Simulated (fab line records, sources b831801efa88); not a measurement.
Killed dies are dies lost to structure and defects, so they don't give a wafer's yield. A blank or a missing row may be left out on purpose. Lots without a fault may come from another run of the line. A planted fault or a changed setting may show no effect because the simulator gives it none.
A struck lot beside a sound one | flow gf180mcu | 29 steps out of a route of 602
Sound: wafers L232.1, L232.3, L232.4. Struck: wafer L250.6. (L250.4, L250.5 of the same lot were not struck and are left out.) The cause comes at the end.
At each step with rows: each side's tool, then ch and its chambers, then its first start. Under that, the readings that differ: sound wafers | struck wafers | difference of the means | sigmas: that difference in standard deviations of wafers without a fault.
alike: readings whose means differ by less than 2 such deviations, and words and numbers that are the same on both sides. not compared: withheld readings, readings that some wafer has no value for, bounds like >300 that may hide the same value, and numbers for which the record gives no deviation and whose values overlap.
The two part at a step that has a row with sigmas, a row that says differs or no value, or rows on one side only. Numbers that don't overlap but have no deviation are shown without sigmas and don't part them. A reading that every wafer of one side lacks parts them only if that side has two wafers or more.

first, 3 steps without rows for these wafers: GF_PSD_EXPOSE_04 (exposes mask Pplus, target cd 400 nm); GF_PSD_PEB_05; GF_PSD_DEVELOP_06 (develop time 60 s).
GF_PSD_CD_MEAS_07: target cd 400 nm.
  sound on cd_sem-01, day 14 20:42; struck on cd_sem-02, day 21 06:43
  alike: cd_nm
GF_PSD_OVL_MEAS_08:
  sound on overlay-01, day 14 20:49; struck on overlay-01, day 21 06:47
  alike: PSD_OVL
then, 1 step without rows for these wafers: GF_PSD_IMPLANT_09.
GF_PSD_STRIP_10: strips in O2/N2.
  sound on plasma_asher-03 ch 0,1, day 14 21:02; struck on plasma_asher-03 ch 1, day 21 06:59
  alike: drypump_motor_current_A, heater_power_w, oes_product_au, strip_time_to_endpoint_s
  not compared: rf_hours_counter_h
GF_PSD_TW_MEAS_11:
  sound on film_metro-02, day 14 21:08; struck on film_metro-03, day 21 07:05
  alike: PSD_TW
then, 1 step without rows for these wafers: GF_PSD_CLEAN_12 (cleans in SC1/SC2, time 150 s).
GF_PSD_RTA_13: time 20 s.
  sound on rtp_anneal-01 ch 0, day 14 21:17; struck on rtp_anneal-02 ch 0, day 21 07:13
  reading        | sound             | struck | difference | sigmas
  chamber_o2_ppm | 2.005 2.036 2.004 | 2.072  | +0.057     | +3
  alike: lamp_power_pct, wafer_temp_C_max
GF_PSD_RS_MEAS_14: measures by four-point-probe.
  sound on film_metro-04, day 14 21:22; struck on film_metro-04, day 21 07:19
  alike: NSD_RS
GF_PSD_RS_MEAS_15: measures by four-point-probe.
  sound on film_metro-04, day 14 21:29; struck on film_metro-04, day 21 07:26
  alike: PSD_RS
GF_SAB_CVD_00: deposits SiO2 from TEOS, target thk 50 nm, time 4.9302 s.
  sound on pecvd-02 ch 0,1,2, day 14 21:36; struck on pecvd-01 ch 0, day 21 07:30
  reading                              | sound             | struck | difference | sigmas
  heater_power_w (W)                   | 562 668 555       | 772    | +177       | +3
  model.SiO2_of_SAB_CVD_00.thk_nm (nm) | 49.28 49.23 50.71 | 63.42  | +13.68     |
GF_SAB_THK_MEAS_01:
  sound on film_metro-02, day 14 21:37; struck on film_metro-03, day 21 07:32
  reading             | sound          | struck | difference | sigmas
  SAB_CVD_00_THK (nm) | 49.3 49.2 50.7 | 63.4   | +13.7      | +21
then, 7 steps without rows for these wafers: GF_SAB_DEHYDRATE_02 (time 60 s); GF_SAB_HMDS_03 (prime time 60 s); GF_SAB_COAT_04 (resist thk 1000 nm); GF_SAB_SOFTBAKE_05 (time 60 s); GF_SAB_EXPOSE_06 (exposes mask SAB, target cd 420 nm); GF_SAB_PEB_07; GF_SAB_DEVELOP_08 (develop time 60 s).
GF_SAB_CD_MEAS_09: target cd 420 nm.
  sound on cd_sem-02, day 15 20:02; struck on cd_sem-02, day 22 07:01
  alike: cd_nm
GF_SAB_OVL_MEAS_10:
  sound on overlay-02, day 15 20:10; struck on overlay-02, day 22 07:05
  alike: SAB_OVL
GF_SAB_ETCH_11: etches SiO2 in C4F8/O2/Ar, target depth 55 nm, time 8.5 s.
  sound on rie_diel-04 ch 0,2,3, day 15 20:11; struck on rie_diel-03 ch 1, day 22 07:07
  alike: oes_product_au
  not compared: rf_hours_counter_h
then, 1 step without rows for these wafers: GF_SAB_WET_ETCH_12 (etches SiO2 in dHF, target depth 22 nm, time 440 s).
GF_SAB_STRIP_13: strips in O2/N2.
  sound on plasma_asher-02 ch 0,1, day 15 20:21; struck on plasma_asher-03 ch 0, day 22 07:17
  alike: drypump_motor_current_A, heater_power_w, oes_product_au, strip_time_to_endpoint_s
  not compared: rf_hours_counter_h
then, 1 step without rows for these wafers: GF_SALICIDE_CLEAN_00 (cleans in SC1/SC2, time 150 s).
GF_SALICIDE_WET_ETCH_01: etches SiO2 in dHF, target depth 5 nm, time 100 s.
  sound on wet_bench-02 ch 3, day 15 20:30; struck on wet_bench-03 ch 2, day 22 07:28
  reading                              | sound             | struck | difference | sigmas
  model.SiO2_of_SAB_CVD_00.thk_nm (nm) | 38.56 38.52 39.95 | 52.66  | +13.65     |
GF_SALICIDE_SPUTTER_02: material Co, target thk 10 nm, time 20 s.
  sound on pvd_sputter-03, day 15 20:32; struck on pvd_sputter-02, day 22 07:30
  reading                | sound          | struck | difference | sigmas
  throttle_valve_pct (%) | 31.3 29.7 30.0 | 28.3   | -2.0       | -2

WHERE THEY PART
First at GF_PSD_RTA_13; last, within this record, at GF_SALICIDE_SPUTTER_02.

WHY: what the simulator had put in
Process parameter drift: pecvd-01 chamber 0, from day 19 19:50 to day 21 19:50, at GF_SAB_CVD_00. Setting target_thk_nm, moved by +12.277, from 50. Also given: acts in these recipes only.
